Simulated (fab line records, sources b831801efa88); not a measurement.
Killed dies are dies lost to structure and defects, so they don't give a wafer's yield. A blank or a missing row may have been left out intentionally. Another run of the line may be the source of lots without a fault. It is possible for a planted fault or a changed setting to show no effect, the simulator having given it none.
Which tool did it? | flow sky130 | 11 lots with 33 wafers sampled at 5 steps, on a route of 708 steps

WHAT THE GAUGES SHOWED, per wafer
SKY_VT_ADJUST_HVTR_CD_MEAS_07: the cd target is 380 nm. Usual: cd-nm at 381.0 nm, with a standard deviation of 2.6.
lot  | measured     | on        | cd-nm (nm)        | flag
L474 | day 9 15:21  | cd-sem-01 | 377.6 378.3 379.6 |
L475 | day 9 20:23  | cd-sem-02 | 377.7 381.3 378.5 |
L476 | day 10 04:32 | cd-sem-02 | 385.3 382.5 379.9 |
L477 | day 10 12:05 | cd-sem-02 | 381.2 379.1 380.2 |
L478 | day 10 21:19 | cd-sem-01 | 384.3 386.4 384.4 |
L482 | day 12 10:50 | cd-sem-01 | 380.0 378.6 380.1 |
L483 | day 12 11:32 | cd-sem-02 | 376.0 375.6 375.6 |
L490 | day 15 00:11 | cd-sem-01 | 381.4 383.8 383.8 |
L491 | day 15 02:05 | cd-sem-02 | 381.4 377.0 380.9 |
L492 | day 15 15:14 | cd-sem-01 | 383.9 382.9 383.3 |
L495 | day 16 08:44 | cd-sem-01 | 383.1 383.5 385.3 |

SKY_SONOS_ONO_THK_MEAS_05. Usual: SONOS_ONO_CVD_04_THK gives 5.67 nm (standard deviation 0.12).
lot  | measured     | on            | SONOS_ONO_CVD_04_THK (nm) | flag
L474 | day 11 18:37 | film-metro-03 | 5.60 5.41 5.48            |
L475 | day 12 03:10 | film-metro-01 | 5.86 5.78 5.83            |
L476 | day 12 10:30 | film-metro-01 | 5.72 5.72 5.76            |
L477 | day 12 18:41 | film-metro-03 | 5.55 5.55 5.52            |
L478 | day 13 03:16 | film-metro-01 | 5.60 5.60 5.55            |
L482 | day 14 22:43 | film-metro-02 | 5.81 5.90 5.84            |
L483 | day 14 21:29 | film-metro-01 | 5.86 5.92 5.90            |
L490 | day 17 16:21 | film-metro-02 | 5.71 5.77 5.79            |
L491 | day 17 19:11 | film-metro-01 | 5.56 5.74 5.70            |
L492 | day 18 05:47 | film-metro-01 | 5.53 5.40 5.40            |
L495 | day 19 01:24 | film-metro-03 | 5.71 5.56 5.49            |

SKY_GATE_OXIDE_THK_MEAS_02. Usual: GATE_OXIDE_OXIDATION_00_THK gives 10.23 nm (standard deviation 0.16).
lot  | measured     | on            | GATE_OXIDE_OXIDATION_00_THK (nm) | flag
L474 | day 12 19:58 | film-metro-01 | 10.58 10.67 10.31                |
L475 | day 13 06:11 | film-metro-03 | 10.19 10.09 10.22                |
L476 | day 13 12:34 | film-metro-03 | 10.10 10.33 10.20                |
L477 | day 13 22:11 | film-metro-01 | 10.19 10.02 10.14                |
L478 | day 14 07:47 | film-metro-03 | 10.13 10.03 10.05                |
L482 | day 16 04:33 | film-metro-04 | 8.23 8.29 8.20 8.18 8.19 8.18    | OFF
L483 | day 16 03:10 | film-metro-03 | 8.14 8.06 7.98 8.11 8.10 8.04    | OFF
L490 | day 19 03:20 | film-metro-01 | 10.16 10.21 10.09                |
L491 | day 19 05:30 | film-metro-01 | 10.21 10.25 10.33                |
L492 | day 19 13:25 | film-metro-01 | 10.19 10.40 10.10                |
L495 | day 20 09:37 | film-metro-04 | 10.57 10.31 10.30                |

EACH LOT AND THE TOOL THAT RAN IT (in order: tool; ch and the chambers of the sampled wafers; start)
lot  | SKY_SONOS_ONO_STRIP_17               | SKY_GATE_OXIDE_OXIDATION_01
L474 | plasma-asher-01 ch 0,1, day 12 17:49 | furnace-01 ch 0, day 12 18:34
L475 | plasma-asher-01 ch 0,1, day 13 04:09 | furnace-02 ch 0, day 13 04:46
L476 | plasma-asher-03 ch 0,1, day 13 10:57 | furnace-01 ch 0, day 13 11:10
L477 | plasma-asher-03 ch 0,1, day 13 20:34 | furnace-01 ch 0, day 13 20:46
L478 | plasma-asher-03 ch 0,1, day 14 05:07 | furnace-01 ch 0, day 14 06:22
L482 | plasma-asher-01 ch 0,1, day 16 02:39 | furnace-01 ch 0, day 16 03:08
L483 | plasma-asher-01 ch 0,1, day 16 01:29 | furnace-01 ch 0, day 16 01:44
L490 | plasma-asher-03 ch 0, day 18 22:40   | furnace-02 ch 0, day 19 01:55
L491 | plasma-asher-04 ch 0,1, day 19 01:55 | furnace-01 ch 0, day 19 04:05
L492 | plasma-asher-01 ch 0,1, day 19 11:49 | furnace-01 ch 0, day 19 12:01
L495 | plasma-asher-04 ch 0,1, day 20 08:00 | furnace-02 ch 0, day 20 08:13
- SKY_SONOS_ONO_STRIP_17: strips in O2/N2.
- SKY_GATE_OXIDE_OXIDATION_01: stabilise 600 s, purge 300 s, target thk 10.268 nm.

AS READ BY THE TOOLS THEMSELVES (means over the sampled wafers that have a number; for cases with no such wafer, the mark the record gives instead)
SKY_SONOS_ONO_STRIP_17. Usual: drypump-motor-current-A 5.5 A, standard deviation 0.31; o2-flow-sccm 2998 sccm, standard deviation 9.1; oes-product-au 0.709 a.u., standard deviation 0.0047; strip-time-to-endpoint-s 14.09 s, standard deviation 0.038.
lot  | tool            | drypump-motor-current-A (A) | o2-flow-sccm (sccm) | oes-product-au (a.u.) | strip-time-to-endpoint-s (s) | flag
L474 | plasma-asher-01 | 5.5                         | 3002                | 0.706                 | 14.08                        |
L475 | plasma-asher-01 | 5.5                         | 2993                | 0.713                 | 14.08                        |
L476 | plasma-asher-03 | 5.9                         | 3007                | 0.705                 | 14.13                        |
L477 | plasma-asher-03 | 5.9                         | 3002                | 0.711                 | 14.04                        |
L478 | plasma-asher-03 | 6.0                         | 2997                | 0.707                 | 14.12                        |
L482 | plasma-asher-01 | 5.5                         | 2999                | 0.706                 | 14.09                        |
L483 | plasma-asher-01 | 5.4                         | 3002                | 0.709                 | 14.08                        |
L490 | plasma-asher-03 | 6.0                         | 3012                | 0.713                 | 14.07                        |
L491 | plasma-asher-04 | 5.1                         | 3003                | 0.711                 | 14.08                        |
L492 | plasma-asher-01 | 5.4                         | 3003                | 0.712                 | 14.13                        |
L495 | plasma-asher-04 | 5.2                         | 3013                | 0.708                 | 14.15                        |

SKY_GATE_OXIDE_OXIDATION_01. Usual: spike-tc-bottom-C 913.8 C, standard deviation 0.96; spike-tc-centre-C 900.4 C, standard deviation 1.6; spike-tc-lower-C 900.8 C, standard deviation 1.2; spike-tc-top-C 911.4 C, standard deviation 2.9; spike-tc-upper-C 901.2 C, standard deviation 1.6; tube_center_temp_C_max 902.3, standard deviation 0.36; zone-power-bottom-pct 32.3 %, standard deviation 2.1; zone-power-top-pct 28.8 %, standard deviation 0.42; zone-power-upper-pct 17.96 %, standard deviation 0.23.
lot  | tool       | spike-tc-bottom-C (C) | spike-tc-centre-C (C) | spike-tc-lower-C (C) | spike-tc-top-C (C) | spike-tc-upper-C (C) | tube_center_temp_C_max | zone-power-bottom-pct (%) | zone-power-top-pct (%) | zone-power-upper-pct (%) | flag
L474 | furnace-01 | 913.8                 | 899.1                 | 901.8                | 914.7              | 902.3                | 902.4                  | 34.3                      | 29.0                   | 18.14                    |
L475 | furnace-02 | 913.7                 | 901.2                 | 900.1                | 908.4              | 900.0                | 901.9                  | 30.0                      | 28.4                   | 17.95                    |
L476 | furnace-01 | 913.2                 | 900.0                 | 901.0                | 912.8              | 903.1                | 902.4                  | 34.1                      | 28.8                   | 18.21                    |
L477 | furnace-01 | 913.8                 | 899.2                 | 901.5                | 913.7              | 902.6                | 902.1                  | 34.0                      | 28.9                   | 18.11                    |
L478 | furnace-01 | 913.9                 | 899.7                 | 900.2                | 913.8              | 903.2                | 902.2                  | 34.6                      | 28.9                   | 17.83                    |
L482 | furnace-01 | 893.2                 | 878.7                 | 881.6                | 893.6              | 881.6                | 902.6                  | 32.6                      | 28.1                   | 17.28                    | OFF
L483 | furnace-01 | 893.7                 | 878.9                 | 881.1                | 894.3              | 882.8                | 902.2                  | 32.6                      | 28.0                   | 17.32                    | OFF
L490 | furnace-02 | 913.8                 | 901.3                 | 900.2                | 907.3              | 899.3                | 902.4                  | 30.2                      | 28.6                   | 17.89                    |
L491 | furnace-01 | 914.0                 | 900.9                 | 901.3                | 912.9              | 903.1                | 902.3                  | 33.9                      | 29.1                   | 17.84                    |
L492 | furnace-01 | 913.3                 | 900.1                 | 901.2                | 913.6              | 901.7                | 902.3                  | 34.1                      | 29.3                   | 18.14                    |
L495 | furnace-02 | 914.2                 | 901.1                 | 900.5                | 907.9              | 900.1                | 902.3                  | 30.1                      | 28.8                   | 17.84                    |

THE ANSWER, worked out from the rows above alone
Rule: a lot is off if the mean of its wafers that have a number lies more than 3 standard deviations from the usual mean. Also off: a lot with no number at a reading for which 4 or more lots have one. Any other lot the step has rows for is counted as sound. First the gauges in route order, then the tools' own readings, where a lot's mean is used as printed above. The first step at which some lot is off is used, and at that step the reading that is off furthest; a lot without a number counts as furthest.
Off: at SKY_GATE_OXIDE_THK_MEAS_02 (GATE_OXIDE_OXIDATION_00_THK), L482, L483.
A tool fits if, at a process step before that reading, it ran every lot that is off, and no sound lot after the first of them. The gauges at SKY_GATE_OXIDE_THK_MEAS_02 aren't tried: what is off there is off at SKY_GATE_OXIDE_OXIDATION_01 too, on other tools, and a gauge's error can't cause that. No candidate that was tried fits.

WHAT THE SIMULATOR HAD PUT IN
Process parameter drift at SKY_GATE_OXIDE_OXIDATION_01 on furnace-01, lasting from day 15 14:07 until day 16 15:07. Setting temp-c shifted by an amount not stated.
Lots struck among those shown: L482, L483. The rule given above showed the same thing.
